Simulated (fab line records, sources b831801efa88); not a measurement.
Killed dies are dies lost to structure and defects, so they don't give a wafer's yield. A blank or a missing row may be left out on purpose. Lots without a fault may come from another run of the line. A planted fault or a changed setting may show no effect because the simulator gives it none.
Chamber matching | flow sky130 | SKY_POLY_GATE_ETCH_17 on rie_si-01: 4 sister chambers
The step etches poly-Si in HBr/Cl2, stops on SiO2, target depth 180 nm, time 70.5 s. 4 wafers are shown with their chamber, then 12 later ones without.

WAFERS WITH THEIR CHAMBER
wafer  | chamber | drypump_motor_current_A (A)
L082.5 | 3       | 5.68
L087.4 | 1       | 5.53
L089.4 | 0       | 5.40
L089.5 | 2       | 6.03

WAFERS WITHOUT THEIR CHAMBER
wafer  | drypump_motor_current_A (A)
L091.1 | 5.52
L091.3 | 5.67
L091.6 | 5.54
L093.1 | 6.03
L093.3 | 5.55
L093.5 | 6.04
L095.1 | 5.40
L095.3 | 5.69
L095.6 | 5.67
L097.1 | 5.52
L097.3 | 5.70
L097.4 | 6.04

WHICH CHAMBER EACH WENT THROUGH
wafer  | from the rows above | in truth
L091.1 | 1                   | 1
L091.3 | 3                   | 3
L091.6 | 1                   | 1
L093.1 | 2                   | 2
L093.3 | 1                   | 1
L093.5 | 2                   | 2
L095.1 | 0                   | 0
L095.3 | 3                   | 3
L095.6 | 3                   | 3
L097.1 | 1                   | 1
L097.3 | 3                   | 3
L097.4 | 2                   | 2
Placed correctly: 12 of 12. Can't be placed from these rows: 0. Placed wrongly: 0.
How it was worked out, from the rows above alone: a wafer's distance from a chamber is the root of the sum, over the readings, of the square of ((its reading less the chamber's mean) divided by the reading's scatter). The wafer belongs to the nearest chamber; if the next one is less than 2 further off, it can't be placed. A chamber's mean is the mean of its shown wafers. The scatter: with one shown wafer a chamber, the root of the mean of the squares of how far each hidden wafer lies from its nearest shown one.
